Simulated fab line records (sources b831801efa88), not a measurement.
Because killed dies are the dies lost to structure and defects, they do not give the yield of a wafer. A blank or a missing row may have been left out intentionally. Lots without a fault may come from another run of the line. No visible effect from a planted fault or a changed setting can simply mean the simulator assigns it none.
fab line records	flow gf180mcu
record lots=15	wafers=45	lastDay=34
route steps=602 shown V3@444 M4@457
lots untouched by any fault: they come from a run of this same line in which no faults occurred
startH: the number of hours between the record's first day and the start of the first shown wafer of the lot	waitH: hours from the lot's prior step to this one	" repeats the value in the row above	L1.1+2: several wafers, shown together as one row	- no value, or no start given	* or withheld: withheld	< > ~ a bound
route shown NAME@n: NAME is a module with steps in the file, n the number in the route of the first one	usual: mean/standard deviation of fault-free wafers	same: alike in all rows	chamber/n: place in a boat	sites: per-site readings	_std_site: the standard deviation of these	_edge_site: outer sites' mean less inner sites'	radiusMm: for every site, how far away it sits from the centre of the wafer	mask NAME#n: copy n	behind: the most recent tool/chamber to have shaped the wafer	hold: reason for holding the lot/hours on hold/outcome of the hold	device: whichever transistor did not switch (one of n, p or np)	end of line: the route-end tests of the same wafers	a step with no rows: only its recipe	killed: not the wafer's yield, but the dies lost to structure and defects at the first sort	map: dies across one wafer; x = killed, . = not, _ = none there
set.NAME: the run value of the setting; set.NAME@STEP: its run value at that earlier step	model.NAME: the simulator's own value behind a step, which no gauge read
the route's steps for a sample of lots (tables are steps, rows are wafers)
services: when a tool's chamber went out of use (startH, in hours from the record's first day, below 0 if earlier), for how many hours, and the reason
## steps
# step GF_V3_OVL_MEAS_15
# usual V3_OVL=-2/6.9
lot.wafer	tool	chamber	startH	waitH	V3_OVL[nm]
L786.3	overlay-01	-	507.18	0.1	-3
L786.4	"	-	"	"	-5
L786.6	"	-	"	"	-5
L788.1	overlay-01	-	527.78	0.1	7
L788.5	"	-	"	"	9
L788.6	"	-	"	"	11
L789.1	overlay-02	-	536.08	0.1	-5
L789.3	"	-	"	"	-15
L789.4	"	-	"	"	-1
L790.1	overlay-01	-	548.87	0.1	3
L790.5	"	-	"	"	-1
L790.6	"	-	"	"	2
L791.3	overlay-01	-	561.33	0.1	-5
L791.4	"	-	"	"	-10
L791.6	"	-	"	"	-9
L793.3	overlay-02	-	577.33	0.1	1
L793.4	"	-	"	"	-6
L793.5	"	-	"	"	4
L794.1	overlay-02	-	578.38	0.1	-18
L794.2	"	-	"	"	-11
L794.4	"	-	"	"	-5
L796.2	overlay-02	-	598.93	0.1	-1
L796.4	"	-	"	"	4
L796.5	"	-	"	"	-10
L797.1	overlay-01	-	606.77	0.1	8
L797.3	"	-	"	"	13
L797.6	"	-	"	"	4
L798.1	overlay-02	-	611.77	0.1	-10
L798.3	"	-	"	"	-7
L798.5	"	-	"	"	-4
L799.1	overlay-02	-	619.87	0.1	-2
L799.2	"	-	"	"	2
L799.6	"	-	"	"	-3
L805.1	overlay-02	-	663.93	0.1	-14
L805.4	"	-	"	"	-6
L805.6	"	-	"	"	-13
L806.1	overlay-02	-	665.63	0.1	-10
L806.2	"	-	"	"	4
L806.6	"	-	"	"	4
L807.1	overlay-01	-	672.53	0.1	6
L807.2	"	-	"	"	5
L807.3	"	-	"	"	-3
L809.1	overlay-01	-	695.27	0.1	-13
L809.3	"	-	"	"	-20
L809.5	"	-	"	"	-18
# step GF_V3_CMP_26
# recipe stopOn=SiO2	downForcePsi=3.5	platenRpm=60	tOverpolishS=15	targetThkNm=0	padVelocityMS=0.94248
# usual motorCurrentA=11.1/0.85	overpolishRunS=14.999/0.0092	timeToEndpointS=83/4.5
lot.wafer	tool	chamber	startH	waitH	motorCurrentA	overpolishRunS	timeToEndpointS
L786.4	cmp-02	1	508.35	0.0	12.7	15.008	89
L786.3	"	3	"	"	12.0	15.007	91
L786.6	"	2	"	"	10.7	14.996	88
L788.1	cmp-01	1	528.89	0.1	10.0	15.008	81
L788.5	"	1	"	"	9.6	15.003	84
L788.6	"	2	"	"	11.6	15.009	84
L789.3	cmp-02	0	537.18	0.0	11.0	14.987	93
L789.4	"	1	"	"	12.7	15.002	85
L789.1	"	3	"	"	12.3	15.003	89
L790.1	cmp-02	3	549.99	0.1	12.1	14.983	82
L790.5	"	3	"	"	11.6	14.996	82
L790.6	"	0	"	"	11.6	14.995	89
L791.4	cmp-01	2	562.41	0.0	11.1	15.019	87
L791.3	"	1	"	"	9.4	14.995	85
L791.6	"	3	"	"	11.1	15.004	83
L793.4	cmp-02	3	578.51	0.1	11.1	14.996	83
L793.3	"	0	"	"	11.4	14.999	85
L793.5	"	1	"	"	12.4	14.990	78
L794.2	cmp-02	1	579.54	0.0	12.5	15.001	84
L794.4	"	2	"	"	10.5	15.007	82
L794.1	"	0	"	"	10.9	14.993	89
L796.4	cmp-01	3	600.21	0.2	10.1	15.009	79
L796.2	"	0	"	"	11.3	15.000	73
L796.5	"	3	"	"	11.0	15.007	79
L797.1	cmp-01	3	607.97	0.1	10.4	15.014	78
L797.3	"	0	"	"	11.0	14.987	77
L797.6	"	2	"	"	11.1	14.995	86
L798.3	cmp-02	3	612.89	0.0	12.4	14.991	81
L798.1	"	0	"	"	11.4	15.001	87
L798.5	"	3	"	"	11.9	15.010	78
L799.1	cmp-01	2	621.86	1.0	11.6	15.003	87
L799.2	"	3	"	"	10.7	14.982	80
L799.6	"	1	"	"	9.6	14.986	83
L805.1	cmp-01	2	665.12	0.1	11.4	15.011	84
L805.4	"	3	"	"	10.8	14.999	80
L805.6	"	0	"	"	11.0	15.008	76
L806.1	cmp-02	2	666.77	0.1	10.4	14.997	82
L806.2	"	3	"	"	11.6	14.999	80
L806.6	"	1	"	"	12.1	15.004	85
L807.2	cmp-01	0	673.75	0.0	11.3	15.000	77
L807.3	"	2	"	"	11.6	15.001	89
L807.1	"	3	"	"	10.5	14.999	86
L809.3	cmp-01	3	696.75	0.1	10.7	15.008	82
L809.1	"	1	"	"	10.1	14.994	86
L809.5	"	2	"	"	11.0	14.999	90
# step GF_M4_SPUTTER_01
# recipe material=TiN	targetThkNm=30	powerW=6500	timeS=25	chamberPressurePa=0.4
# usual cathodeDcPowerW=6499.8/1.2	throttleValvePct=29.9/1
lot.wafer	tool	chamber	startH	waitH	cathodeDcPowerW	throttleValvePct
L786.3	pvdSputter-04	-	508.75	0.1	6499.1	29.4
L786.4	"	-	"	"	6501.2	29.4
L786.6	"	-	"	"	6498.7	29.4
L788.1	pvdSputter-04	-	529.29	0.1	6500.3	29.2
L788.5	"	-	"	"	6498.8	28.6
L788.6	"	-	"	"	6501.1	29.4
L789.1	pvdSputter-01	-	537.58	0.1	6499.1	29.5
L789.3	"	-	"	"	6500.2	32.1
L789.4	"	-	"	"	6500.4	31.6
L790.1	pvdSputter-04	-	550.39	0.1	6500.0	29.1
L790.5	"	-	"	"	6501.9	28.9
L790.6	"	-	"	"	6501.5	29.6
L791.3	pvdSputter-04	-	562.81	0.1	6500.6	28.8
L791.4	"	-	"	"	6498.0	29.4
L791.6	"	-	"	"	6499.8	28.9
L793.3	pvdSputter-04	-	578.81	0.1	6498.7	30.1
L793.4	"	-	"	"	6500.3	29.1
L793.5	"	-	"	"	6498.0	28.9
L794.1	pvdSputter-03	-	579.94	0.1	6501.2	28.5
L794.2	"	-	"	"	6499.4	30.4
L794.4	"	-	"	"	6500.9	30.2
L796.2	pvdSputter-01	-	600.61	0.1	6500.8	29.5
L796.4	"	-	"	"	6499.0	31.4
L796.5	"	-	"	"	6497.8	29.3
L797.1	pvdSputter-03	-	608.27	0.1	6499.6	29.3
L797.3	"	-	"	"	6500.3	30.3
L797.6	"	-	"	"	6498.6	30.2
L798.1	pvdSputter-04	-	613.29	0.1	6500.6	29.0
L798.3	"	-	"	"	6500.1	29.1
L798.5	"	-	"	"	6498.4	28.9
L799.1	pvdSputter-01	-	622.16	0.1	6498.6	29.4
L799.2	"	-	"	"	6500.1	29.6
L799.6	"	-	"	"	6500.9	29.4
L805.1	pvdSputter-03	-	665.42	0.1	6500.6	29.1
L805.4	"	-	"	"	6500.8	30.0
L805.6	"	-	"	"	6501.8	30.5
L806.1	pvdSputter-04	-	667.12	0.1	6498.8	29.0
L806.2	"	-	"	"	6500.9	30.4
L806.6	"	-	"	"	6500.3	30.0
L807.1	pvdSputter-03	-	674.15	0.1	6498.1	30.3
L807.2	"	-	"	"	6499.8	30.7
L807.3	"	-	"	"	6499.4	28.8
L809.1	pvdSputter-04	-	697.10	0.1	6500.3	29.0
L809.3	"	-	"	"	6499.1	29.0
L809.5	"	-	"	"	6499.8	28.8
# step GF_M4_METAL_ETCH_16
# recipe chemistry=Cl2/BCl3	maskMaterial=KrF	targetDepthNm=627.5	stopOn=SiO2	pressureMtorr=8	icpW=800	biasW=140	Cl2_flow_sccm=80	bcl3FlowSccm=40	timeS=104.6
# usual bcl3FlowSccm=40.01/0.12	biasW=139.9/0.43	drypumpMotorCurrentA=5.7/0.42	oesProductAu=0.973/0.0063	throttleValvePct=28.248/0.0098
lot.wafer	tool	chamber	startH	waitH	bcl3FlowSccm	biasW	drypumpMotorCurrentA	oesProductAu	rfHoursCounterH	throttleValvePct
L786.3	rieMetal-01	0	531.45	0.1	40.06	140.0	5.8	0.984	-	28.240
L786.4	"	1	"	"	40.09	139.2	5.8	0.970	-	28.250
L786.6	"	1	"	"	39.95	139.3	5.8	0.984	-	28.264
L788.1	rieMetal-03	1	551.06	0.0	39.62	139.4	6.7	0.969	9.2	28.251
L788.5	"	1	"	"	40.00	139.6	6.7	0.971	-	28.255
L788.6	"	0	"	"	39.97	139.9	6.1	0.974	-	28.256
L789.1	rieMetal-04	1	559.02	0.0	40.04	140.1	5.6	0.977	3.3	28.249
L789.3	"	0	"	"	40.09	139.7	5.1	0.971	-	28.254
L789.4	"	1	"	"	39.99	139.9	5.7	0.972	-	28.235
L790.1	rieMetal-04	1	572.41	0.0	40.01	139.5	5.7	0.974	3.6	28.245
L790.5	"	0	"	"	39.99	140.2	5.1	0.972	-	28.238
L790.6	"	1	"	"	40.15	140.5	5.7	0.983	-	28.232
L791.3	rieMetal-01	0	585.14	0.1	40.02	139.7	5.8	0.965	-	28.247
L791.4	"	1	"	"	39.89	139.5	5.8	0.975	-	28.245
L791.6	"	1	"	"	40.08	140.2	5.8	0.973	-	28.258
L793.3	rieMetal-04	1	599.69	0.1	39.89	140.5	5.7	0.961	-	28.239
L793.4	"	0	"	"	40.05	139.3	5.1	0.971	-	28.225
L793.5	"	1	"	"	40.14	140.5	5.7	0.975	-	28.248
L794.1	rieMetal-01	0	600.82	0.0	40.19	140.0	5.8	0.960	4.2	28.260
L794.2	"	1	"	"	39.94	139.5	5.8	0.970	6.3	28.261
L794.4	"	1	"	"	39.98	140.1	5.8	0.968	-	28.249
L796.2	rieMetal-01	0	621.06	0.0	40.02	139.9	5.8	0.982	4.7	28.240
L796.4	"	1	"	"	40.01	140.0	5.8	0.982	-	28.258
L796.5	"	0	"	"	39.93	139.6	5.8	0.974	-	28.248
L797.1	rieMetal-01	1	628.11	0.0	39.99	140.0	5.8	0.982	7.0	28.251
L797.3	"	0	"	"	39.77	139.2	5.8	0.973	-	28.249
L797.6	"	1	"	"	40.18	140.0	5.8	0.978	-	28.252
L798.1	rieMetal-01	0	634.30	0.0	40.08	140.0	5.8	0.977	5.0	28.238
L798.3	"	0	"	"	40.12	139.4	5.8	0.979	-	28.244
L798.5	"	0	"	"	40.02	139.7	5.8	0.977	-	28.237
L799.1	rieMetal-01	0	642.80	0.0	40.06	140.1	5.8	0.968	5.4	28.261
L799.2	"	0	"	"	40.13	139.6	5.8	0.970	-	28.251
L799.6	"	0	"	"	40.03	140.4	5.8	0.968	-	28.237
L805.1	rieMetal-01	1	684.15	0.0	-	-	-	-	-	-
L805.4	"	0	"	"	-	-	-	-	-	-
L805.6	"	1	"	"	-	-	-	-	-	-
L806.1	rieMetal-01	1	686.21	0.0	-	-	-	-	-	-
L806.2	"	0	"	"	-	-	-	-	-	-
L806.6	"	0	"	"	-	-	-	-	-	-
L807.1	rieMetal-01	0	692.71	0.0	-	-	-	-	-	-
L807.2	"	1	"	"	-	-	-	-	-	-
L807.3	"	0	"	"	-	-	-	-	-	-
L809.1	rieMetal-03	1	715.55	0.0	40.20	140.1	6.6	0.962	0.0	28.254
L809.3	"	1	"	"	39.98	140.3	6.7	0.974	-	28.260
L809.5	"	0	"	"	39.97	139.7	6.1	0.969	-	28.242
# step GF_M4_STRIP_17
# recipe chemistry=O2/N2	powerW=1400	pressureMtorr=1500	platenTempC=250	o2FlowSccm=3000	n2FlowSccm=300	overashFraction=0.5
# usual drypumpMotorCurrentA=5.5/0.59	heaterPowerW=348/54	oesProductAu=0.558/0.0051	stripTimeToEndpointS=7.88/0.039
lot.wafer	tool	chamber	startH	waitH	drypumpMotorCurrentA	heaterPowerW	oesProductAu	rfHoursCounterH	stripTimeToEndpointS
L786.3	plasmaAsher-01	0	531.56	0.1	5.7	343	0.550	-	7.85
L786.4	"	1	"	"	5.5	307	0.559	-	7.82
L786.6	"	0	"	"	5.7	333	0.553	-	7.81
L788.1	plasmaAsher-03	1	551.17	0.1	4.9	463	0.556	13	7.87
L788.5	"	1	"	"	4.9	449	0.564	-	7.88
L788.6	"	0	"	"	5.6	287	0.557	-	7.92
L789.1	plasmaAsher-03	0	559.13	0.1	5.6	283	0.552	13	7.86
L789.3	"	1	"	"	4.9	453	0.557	-	7.90
L789.4	"	0	"	"	5.6	276	0.560	-	7.93
L790.1	plasmaAsher-01	0	572.52	0.1	5.7	338	0.564	101	7.88
L790.5	"	1	"	"	5.6	306	0.550	-	7.87
L790.6	"	0	"	"	5.7	341	0.553	-	7.94
L791.3	plasmaAsher-04	1	585.25	0.1	6.4	360	0.560	-	7.86
L791.4	"	0	"	"	4.8	343	0.545	-	7.83
L791.6	"	0	"	"	4.7	339	0.552	-	7.83
L793.3	plasmaAsher-03	1	599.80	0.1	4.9	448	0.551	-	7.93
L793.4	"	0	"	"	5.6	285	0.560	-	7.85
L793.5	"	1	"	"	4.9	446	0.558	-	7.87
L794.1	plasmaAsher-01	1	600.93	0.1	5.6	316	0.554	104	7.84
L794.2	"	0	"	"	5.7	338	0.555	104	7.80
L794.4	"	0	"	"	5.7	334	0.559	-	7.87
L796.2	plasmaAsher-03	1	621.17	0.1	4.9	452	0.550	20	7.81
L796.4	"	1	"	"	4.9	450	0.546	-	7.78
L796.5	"	1	"	"	4.9	438	0.555	-	7.83
L797.1	plasmaAsher-01	0	628.22	0.1	5.7	343	0.553	108	7.83
L797.3	"	1	"	"	5.6	306	0.557	-	7.89
L797.6	"	1	"	"	5.5	307	0.557	-	7.80
L798.1	plasmaAsher-01	1	634.41	0.1	5.5	309	0.560	108	7.87
L798.3	"	0	"	"	5.7	338	0.558	-	7.87
L798.5	"	0	"	"	5.8	348	0.559	-	7.88
L799.1	plasmaAsher-04	1	643.02	0.2	6.4	355	0.557	87	7.85
L799.2	"	0	"	"	4.7	341	0.560	87	7.87
L799.6	"	0	"	"	4.7	341	0.564	-	7.90
L805.1	plasmaAsher-04	1	684.26	0.1	6.4	351	0.655	91	10.23
L805.4	"	1	"	"	6.4	354	0.659	-	10.27
L805.6	"	0	"	"	4.7	346	0.664	-	10.22
L806.1	plasmaAsher-04	0	686.32	0.1	4.8	337	0.657	91	10.25
L806.2	"	1	"	"	6.5	358	0.664	91	10.26
L806.6	"	1	"	"	6.5	352	0.661	-	10.26
L807.1	plasmaAsher-03	0	692.83	0.1	5.6	274	0.666	28	10.24
L807.2	"	1	"	"	4.9	443	0.660	28	10.23
L807.3	"	1	"	"	4.9	447	0.666	-	10.23
L809.1	plasmaAsher-04	1	715.67	0.1	6.5	349	0.569	94	7.94
L809.3	"	1	"	"	6.4	363	0.561	-	7.94
L809.5	"	0	"	"	4.7	339	0.558	-	7.95
## services
tool	chamber	startH	hours	kind
cmp-01	-	489.91	0.4	repair
pvdSputter-03	-	494.08	28.4	repair
rieMetal-03	1	508.34	2.6	repair
pvdSputter-04	-	513.52	12.6	repair
rieMetal-01	-	514.30	14.6	pm
cmp-02	-	515.23	16.2	pm
plasmaAsher-04	-	526.06	3.6	repair
cmp-02	-	532.15	1.1	repair
plasmaAsher-01	-	532.48	0.4	repair
cmp-02	-	572.00	4.0	pm
cmp-01	-	576.19	0.4	repair
plasmaAsher-03	-	593.09	0.4	repair
cmp-01	-	600.94	1.0	repair
cmp-02	-	603.11	4.0	pm
cmp-02	-	619.69	4.6	pm
pvdSputter-03	-	638.29	14.1	repair
plasmaAsher-01	-	639.63	2.8	pm
rieMetal-01	1	639.74	4.1	repair
plasmaAsher-04	-	644.00	4.8	repair
pvdSputter-04	3	652.03	-	consumableReplace:kit
pvdSputter-04	3	652.03	18.0	scheduledDown
plasmaAsher-01	-	659.72	0.5	repair
cmp-01	-	698.23	0.8	repair
cmp-01	-	706.90	6.9	pm
## key
firstSign step=GF_M4_METAL_ETCH_16	reading=toolRecord	direction=missing
effect step=GF_M4_STRIP_17	reading=stripTimeToEndpointS	direction=up	sigmas=61	usual=*	struck=*
metAt GF_M4_METAL_ETCH_16
struckLots L805,L806,L807
laterRowsLeftOut L805.1,L805.4,L805.6,L806.1,L806.2,L806.6,L807.1,L807.2,L807.3
sortLeftOut L805.1,L805.4,L805.6,L806.1,L806.2,L806.6,L807.1,L807.2,L807.3
notActingAt GF_V3_OVL_MEAS_15,GF_V3_CMP_26,GF_M4_SPUTTER_01
onsetBetween 642.80 684.15
fault kind=skippedStepWhole	tool=rieMetal-01	chamber=-	onsetH=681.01	steps=GF_M4_METAL_ETCH_16	scope=struckLotsOnly
# sortLeftOut: the simulated sort isn't trusted on such a fault, so these wafers' sort isn't shown, and their yield isn't known
# laterRowsLeftOut: the simulator's readings of these wafers behind a module that went badly wrong aren't trusted and aren't shown, but for the sort
